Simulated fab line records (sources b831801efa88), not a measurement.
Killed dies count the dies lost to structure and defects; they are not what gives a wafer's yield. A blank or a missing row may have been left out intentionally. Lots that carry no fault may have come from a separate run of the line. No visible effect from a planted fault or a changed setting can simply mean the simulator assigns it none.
fab line records    flow sfqLine    part 2 of 2: steps 30 to 41 of 41
record lots=5  wafers=15  lastDay=90
route steps=325 shown I6@267 M7@281 I7@296
lots with no fault: from the same line, run without faults
startH: hours from the record's first day to the start of the lot's first wafer shown    waitH: how many hours have passed since the lot's step before this one    " as in the row above    L1.1+2: several wafers, shown together as one row    - either no value or no given start    * or withheld: withheld    < > ~ a bound
route shown NAME@n: a module of which the file shows steps, and the number in the route of the first    usual: the fault-free wafers' mean and standard deviation    same: alike in all rows    chamber/n: place in a boat    sites: readings site by site    _std_site: standard deviation across them    _edge_site: mean of outer sites minus mean of inner sites    radiusMm: for every site, how far away it sits from the centre of the wafer    mask NAME#n: copy n    behind: tool/chamber where the wafer was last shaped    hold: why the lot was held/for how many hours/how that ended    device: transistor that didn't switch, given as n, p or np    end of line: the tests these same wafers got at the end of their route    a step with no rows: only its recipe    killed: count of dies lost to structure and defects at first sort (not the wafer's yield)    map: a wafer's dies, x killed, . not, _ none there
set.NAME: the setting as run; set.NAME@STEP: as run at that earlier step    model.NAME: the simulator's own value behind a step, which no gauge read
lots at selected steps of the route; one table per step, one row per wafer
services: the hour from which a tool's chamber was out of use, counted from the record's first day as startH (under 0 if before that day), plus the number of hours and why
## steps
# step SFQ_TRILAYER_I7_CMP_CMP_184
# recipe material=SiO2  downForcePsi=3  platenRpm=60  padVelocityMS=0.94248
# usual motorCurrentA=9.9/1.5  slurryFilterDpKPa=13.49/0.13  timeToEndpointS=217/6.4
lot.wafer  tool    chamber  startH   waitH  motorCurrentA  slurryFilterDpKPa  timeToEndpointS
L075.1     cmp-01  2        1907.27  3.0    11.5           13.44              215
L075.4     "       3        "        "      8.8            13.28              226
L075.6     "       2        1909.27  5.0    12.7           13.20              225
L081.2     cmp-02  2        1942.75  1.2    12.1           13.52              225
L081.3     "       3        "        "      8.5            13.45              214
L081.1     "       0        "        "      10.2           13.28              223
L086.4     cmp-01  0        2014.98  13.8   8.6            13.67              224
L086.1     "       1        "        "      9.7            13.56              220
L086.5     "       3        2016.48  15.3   8.9            13.74              221
L092.1     cmp-02  1        2062.70  0.7    10.3           13.35              220
L092.3     "       2        "        "      11.4           13.36              224
L092.6     "       2        2065.20  3.2    11.7           13.45              223
L093.2     cmp-02  2        2066.20  3.0    11.9           13.54              219
L093.3     "       0        2067.20  4.0    10.5           13.49              212
L093.6     "       2        2068.20  5.0    11.9           13.37              221
# step SFQ_I7_BOW_MEAS_946
# recipe mode=bow
# usual I7_BOW=8/10
lot.wafer  tool          chamber  startH   waitH  I7_BOW[um]
L075.1     filmMetro-03  -        1910.27  2.5    -1
L075.4     "             -        "        "      -11
L075.6     "             -        "        "      -9
L081.1     filmMetro-03  -        1945.25  1.0    28
L081.2     "             -        "        "      25
L081.3     "             -        "        "      32
L086.1     filmMetro-03  -        2017.48  1.5    24
L086.4     "             -        "        "      15
L086.5     "             -        "        "      24
L092.1     filmMetro-04  -        2065.70  2.5    4
L092.3     "             -        "        "      -2
L092.6     "             -        "        "      -14
L093.2     filmMetro-04  -        2068.72  2.0    12
L093.3     "             -        "        "      13
L093.6     "             -        "        "      12
# step SFQ_TRILAYER_I7_METRO_MEASURE_185
# usual thkNm=200.0/0.76
lot.wafer  tool          chamber  startH   waitH  thkNm
L075.1     filmMetro-03  -        1910.39  0.1    200.0
L075.4     "             -        "        "      199.9
L075.6     "             -        "        "      200.0
L081.1     filmMetro-03  -        1945.37  0.1    200.4
L081.2     "             -        "        "      201.6
L081.3     "             -        "        "      199.9
L086.1     filmMetro-03  -        2017.60  0.1    200.9
L086.4     "             -        "        "      199.4
L086.5     "             -        "        "      200.8
L092.1     filmMetro-04  -        2065.82  0.1    200.2
L092.3     "             -        "        "      200.4
L092.6     "             -        "        "      199.2
L093.2     filmMetro-04  -        2069.02  0.3    200.1
L093.3     "             -        "        "      199.8
L093.6     "             -        "        "      199.7
# step SFQ_TRILAYER_I7_VIA_LITHO_COAT_192
# recipe resist=BARC  spinRpm=3000  resistThkNm=62
lot.wafer   tool           chamber  startH   waitH
L075.1+4+6  lithoTrack-02  0        1911.59  1.0
L081.1+2+3  lithoTrack-04  0        1946.57  1.0
L086.1+4+5  lithoTrack-03  0        2018.80  1.0
L092.1+3+6  lithoTrack-02  0        2067.02  1.0
L093.2+3+6  lithoTrack-02  0        2070.07  0.8
# step SFQ_TRILAYER_I7_VIA_LITHO_COAT_187
# recipe resist=KrF  spinRpm=3000  resistThkNm=650
lot.wafer   tool           chamber  startH   waitH
L075.1+4+6  lithoTrack-02  0        1911.89  0.2
L081.1+2+3  lithoTrack-04  0        1946.87  0.2
L086.1+4+5  lithoTrack-03  0        2019.10  0.2
L092.1+3+6  lithoTrack-02  0        2067.32  0.2
L093.2+3+6  lithoTrack-02  0        2070.37  0.2
# step SFQ_TRILAYER_I7_VIA_LITHO_SOFTBAKE_191
# recipe tempC=withheld  timeS=withheld  resist=KrF
lot.wafer   tool           chamber  startH   waitH
L075.1+4+6  lithoTrack-02  0        1912.19  0.2
L081.1+2+3  lithoTrack-04  0        1947.17  0.2
L086.1+4+5  lithoTrack-03  0        2019.40  0.2
L092.1+3+6  lithoTrack-02  0        2067.62  0.2
L093.2+3+6  lithoTrack-02  0        2070.64  0.2
# step SFQ_TRILAYER_I7_VIA_LITHO_EXPOSE_188
# recipe maskId=I7  na=0.6  sourceShape=conventional  sigmaOuter=0.65  targetCdNm=1000  doseMj=21.3
lot.wafer   tool           chamber  startH   waitH  mask
L075.1+4+6  krfScanner-01  0        1912.34  -      I7#0
L081.1+2+3  krfScanner-02  0        2051.22  -      I7#0
L086.1+4+5  krfScanner-01  0        2105.08  -      I7#0
L092.1+3+6  krfScanner-01  0        2148.83  -      I7#0
L093.2+3+6  krfScanner-01  0        2153.83  -      I7#0
# step SFQ_TRILAYER_I7_VIA_LITHO_PEB_190
# recipe pebTempC=115  pebTimeS=60  resist=KrF
lot.wafer   tool           chamber  startH   waitH
L075.1+4+6  lithoTrack-03  0        1913.54  1.0
L081.1+2+3  lithoTrack-03  0        2052.42  1.0
L086.1+4+5  lithoTrack-02  0        2106.28  1.0
L092.1+3+6  lithoTrack-03  0        2150.03  1.0
L093.2+3+6  lithoTrack-04  0        2154.86  0.8
# step SFQ_TRILAYER_I7_VIA_LITHO_DEVELOP_189
# recipe timeS=60  resist=KrF
lot.wafer   tool           chamber  startH   waitH
L075.1+4+6  lithoTrack-03  0        1913.69  0.1
L081.1+2+3  lithoTrack-03  0        2052.57  0.1
L086.1+4+5  lithoTrack-02  0        2106.43  0.1
L092.1+3+6  lithoTrack-03  0        2150.18  0.1
L093.2+3+6  lithoTrack-04  0        2155.01  0.1
# step SFQ_I7_OVL_MEAS_947
# usual I7_OVL=2/5
lot.wafer  tool        chamber  startH   waitH  I7_OVL[nm]
L075.1     overlay-02  -        1913.84  0.1    -2
L075.4     "           -        "        "      -3
L075.6     "           -        "        "      -4
L081.1     overlay-01  -        2052.72  0.1    9
L081.2     "           -        "        "      -1
L081.3     "           -        "        "      11
L086.1     overlay-01  -        2106.58  0.1    -6
L086.4     "           -        "        "      -9
L086.5     "           -        "        "      -9
L092.1     overlay-01  -        2150.33  0.1    6
L092.3     "           -        "        "      2
L092.6     "           -        "        "      1
L093.2     overlay-01  -        2155.14  0.1    -3
L093.3     "           -        "        "      2
L093.6     "           -        "        "      -2
# step SFQ_TRILAYER_I7_VIA_BARC_OPEN_VIA_ETCH_260
# recipe maskMaterial=PR  chemistry=O2  targetDepthNm=125  target=BARC  sourceW=488.5  biasW=80  pressureMtorr=30  timeS=41.7
# usual drypumpMotorCurrentA=5.8/0.36  oesProductAu=0.685/0.0044
lot.wafer  tool        chamber  startH   waitH  drypumpMotorCurrentA  oesProductAu  rfHoursCounterH
L075.1     rieDiel-01  2        1913.88  0.0    6.2                   0.688         1
L075.4     "           1        "        "      5.8                   0.685         12
L075.6     "           2        "        "      6.3                   0.680         -
L081.1     rieDiel-03  3        2052.76  0.0    6.0                   0.686         12
L081.2     "           1        "        "      5.8                   0.688         3
L081.3     "           2        "        "      5.7                   0.685         11
L086.1     rieDiel-01  2        2106.62  0.0    6.2                   0.687         3
L086.4     "           3        "        "      5.9                   0.687         -
L086.5     "           2        "        "      6.2                   0.685         -
L092.1     rieDiel-01  2        2150.37  0.0    6.3                   0.693         4
L092.3     "           0        "        "      5.4                   0.682         12
L092.6     "           0        "        "      5.4                   0.682         -
L093.2     rieDiel-02  1        2155.17  0.0    6.0                   0.687         3
L093.3     "           3        "        "      5.4                   0.682         2
L093.6     "           1        "        "      6.0                   0.685         -
# step SFQ_TRILAYER_I7_VIA_ETCH_VIA_ETCH_190
# recipe target=SiO2  stopOn=Nb  maskMaterial=PR  taperDeg=20  chemistry=CHF3  targetDepthNm=260  sourceW=500  biasW=80  pressureMtorr=30  timeS=withheld
# usual drypumpMotorCurrentA=5.8/0.36  oesProductAu=0.854/0.0053
lot.wafer  tool        chamber  startH   waitH  drypumpMotorCurrentA  oesProductAu
L075.1     rieDiel-01  2        1913.92  0.0    6.2                   0.850
L075.4     "           1        "        "      5.8                   0.861
L075.6     "           2        "        "      6.3                   0.846
L081.1     rieDiel-03  3        2052.80  0.0    6.0                   0.857
L081.2     "           1        "        "      5.8                   0.861
L081.3     "           2        "        "      5.7                   0.849
L086.1     rieDiel-01  2        2106.66  0.0    6.3                   0.846
L086.4     "           3        "        "      5.9                   0.859
L086.5     "           2        "        "      6.2                   0.857
L092.1     rieDiel-01  2        2150.41  0.0    6.2                   0.855
L092.3     "           0        "        "      5.4                   0.843
L092.6     "           0        "        "      5.4                   0.848
L093.2     rieDiel-02  1        2155.21  0.0    6.0                   0.852
L093.3     "           3        "        "      5.4                   0.849
L093.6     "           1        "        "      6.0                   0.845
## services
tool           chamber  startH   hours  kind
krfScanner-02  -        1680.25  2.0    repair
krfScanner-01  -        1686.37  1.3    pm
krfScanner-02  -        1689.42  1.0    pm
krfScanner-01  -        1700.06  1.0    pm
krfScanner-02  -        1739.62  1.3    pm
krfScanner-01  -        1775.74  0.8    pm
krfScanner-01  -        1784.24  0.9    repair
krfScanner-01  -        1793.58  4.0    pm
krfScanner-01  -        1813.20  4.4    pm
krfScanner-01  -        1823.62  1.0    repair
krfScanner-01  -        1861.97  1.3    pm
krfScanner-01  -        1869.27  1.0    pm
krfScanner-01  -        1896.61  0.3    repair
rieDiel-01     -        1919.90  15.6   pm
krfScanner-01  -        1945.02  0.8    pm
rieDiel-01     3        1980.62  4.9    repair
rieDiel-01     1        2024.01  3.5    repair
rieMetal-01    -        2030.23  4.2    repair
krfScanner-01  -        2060.78  1.3    pm
krfScanner-01  -        2062.08  1.0    pm
rieDiel-01     1        2104.88  23.7   repair
krfScanner-01  -        2113.48  0.8    pm
rieDiel-01     0        2118.01  10.5   repair
krfScanner-01  -        2127.82  1.0    repair
